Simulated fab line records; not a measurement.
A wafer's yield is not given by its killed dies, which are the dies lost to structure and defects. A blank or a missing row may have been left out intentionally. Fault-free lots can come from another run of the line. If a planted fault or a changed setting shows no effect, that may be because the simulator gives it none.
Comparing a struck lot with a sound one / flow sky130 / 14 steps out of a route of 708
Sound: wafers L710.4, L710.5, L710.6. The struck wafers were L701.1, L701.2, L701.3. The cause is named last.
Order at every step that has rows: each side's tool, ch and its chambers, its first start. Under that, the readings that differ: sound wafers / struck wafers / difference of the means / sigmas: that difference in standard deviations of wafers without a fault.
alike: words and numbers the same on both sides, and readings whose means are apart by under 2 such deviations; not compared: readings that were withheld, readings missing a value for some wafer, numbers with overlapping values and no deviation given by the record, and bounds like >300 which may hide the same value.
A row with sigmas, a row that says differs or no value, or rows on one side alone: a step with any of these is where the two part. Non-overlapping numbers with no deviation appear without sigmas and do not part them. A reading that every wafer of one side lacks parts them only if that side has two wafers or more.

first, 8 steps without rows for these wafers: SKY_POLY_CUT_DEHYDRATE_00 (time 60 s); SKY_POLY_CUT_HMDS_01 (prime time 60 s); SKY_POLY_CUT_COAT_02 (resist thk 60 nm); SKY_POLY_CUT_COAT_03 (resist thk 450 nm); SKY_POLY_CUT_SOFTBAKE_04 (time 90 s); SKY_POLY_CUT_EXPOSE_05 (exposes mask NPCM, target cd 270 nm); SKY_POLY_CUT_PEB_06; SKY_POLY_CUT_DEVELOP_07 (develop time 60 s).
SKY_POLY_CUT_CD_MEAS_08: target cd 270 nm.
  sound: cd_sem-01 at day 29 03:54; struck: cd_sem-02 at day 26 01:11
  alike: cd_nm
SKY_POLY_CUT_OVL_MEAS_09:
  sound: overlay-01 at day 29 03:59; struck: overlay-02 at day 26 01:18
  alike: POLY_CUT_OVL
SKY_POLY_CUT_ETCH_10: etches BARC in N2/H2, stops on SiO2, time 45.9 s, target depth 60 nm.
  sound on rie_diel-02 ch 0,2,3, day 29 04:01; struck on rie_diel-01 ch 1,2,3, day 26 01:20
reading=rf_hours_counter_h (h); sound=- - -; struck=50 0 4; difference=no value on the sound wafers; sigmas=
  alike: drypump_motor_current_A, oes_product_au, throttle_valve_pct
SKY_POLY_CUT_ETCH_11: etches Si3N4 in CF4/CH2F2/Ar, stops on poly-Si, time 43.17 s, target depth 60 nm.
  sound on rie_diel-02 ch 0,2,3, day 29 04:04; struck on rie_diel-01 ch 1,2,3, day 26 01:23
reading=rf_hours_counter_h (h); sound=- - -; struck=50 0 4; difference=no value on the sound wafers; sigmas=
  alike: drypump_motor_current_A, oes_product_au, throttle_valve_pct
SKY_POLY_CUT_STRIP_12: strips in O2/N2.
  sound on plasma_asher-01 ch 0,1, day 29 04:07; struck on plasma_asher-04 ch 0,1, day 26 01:25
  no value came back on the struck wafers for chamber_pressure_mTorr (mTorr), drypump_motor_current_A (A), oes_product_au (a.u.), strip_time_to_endpoint_s (s); on the sound wafers chamber_pressure_mTorr (mTorr) reads 1499.2 1499.3 1498.4
reading=model.KrF-thick_of_POLY_CUT_COAT_03.thk_nm (nm); sound=0 0 0; struck=407.8 406.5 408.1; difference=+407.5; sigmas=
  not compared: rf_hours_counter_h
-- here the record skips 21 days between the struck wafers' starts before and after, leaving off in module POLY_CUT and picking up in module PAD_OPEN (first step shown: number 708 of the route) --
SKY_PAD_OPEN_PROBE_99:
  sound: prober-02 at day 49 02:36; struck: prober-01 at day 46 22:31
reading=killed_at_front_end; sound=13 14 12; struck=429 418 417; difference=+408; sigmas=+89
reading=killed_dies; sound=91 91 91; struck=492 492 492; difference=+401; sigmas=+48
reading=killed_on_rim; sound=14 15 22; struck=96 96 96; difference=+79; sigmas=+20
  alike: killed_at_M0_to_M3, killed_at_M4_up, killed_at_contacts, killed_at_other, killed_open, killed_short

== WHERE THEY PART ==
At SKY_POLY_CUT_ETCH_10 first; at SKY_PAD_OPEN_PROBE_99 last (within this record only).

WHY: the cause the simulator had injected
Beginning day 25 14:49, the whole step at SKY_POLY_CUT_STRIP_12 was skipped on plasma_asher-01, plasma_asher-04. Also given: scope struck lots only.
